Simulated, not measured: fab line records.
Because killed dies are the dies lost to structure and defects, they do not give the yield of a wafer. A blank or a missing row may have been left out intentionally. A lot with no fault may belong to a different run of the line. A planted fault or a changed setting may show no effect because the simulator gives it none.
Chamber matching    flow sky130    SKY_METAL3_ETCH_17 on rie diel-03 has 4 sister chambers
The step etches SiO2 in C4F8/O2/Ar, stops on TiN, time 3.9 s, target depth 15 nm. 4 wafers are shown with their chamber, then 9 later ones without.

## EACH WAFER AND ITS CHAMBER
wafer   chamber  oes product au (a.u.)
L084.1  2        0.747
L084.6  3        0.752
L089.2  0        0.761
L089.6  1        0.757

## WAFERS WHOSE CHAMBER IS MISSING
wafer   oes product au (a.u.)
L090.1  0.753
L090.2  0.757
L090.3  0.758
L090.4  0.758
L090.5  0.768
L090.6  0.755
L092.1  0.751
L092.2  0.749
L092.4  0.751

## EACH ONE'S CHAMBER
wafer   from the rows above           in truth
L090.1  can't be placed: 3 or 1 or 2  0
L090.2  can't be placed: 1 or 0 or 3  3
L090.3  can't be placed: 1 or 0 or 3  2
L090.4  can't be placed: 1 or 0 or 3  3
L090.5  can't be placed: 0 or 1       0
L090.6  can't be placed: 1 or 3 or 0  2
L092.1  can't be placed: 3 or 2 or 1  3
L092.2  can't be placed: 2 or 3       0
L092.4  can't be placed: 3 or 2 or 1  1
0 of 9 placed correctly. From these rows, 9 cannot be placed; in 5 the true chamber is one of the candidates. Wrongly placed: 0.
How it was worked out, from the rows above alone: a wafer's distance from a chamber is the root of the sum, over the readings, of the square of ((its reading less the chamber's mean) divided by the reading's scatter). The wafer belongs to the nearest chamber; if the next one is less than 2 further off, it can't be placed. The mean given for a chamber averages the wafers shown for that chamber. The scatter: with one shown wafer a chamber, the root of the mean of the squares of how far each hidden wafer lies from its nearest shown one.
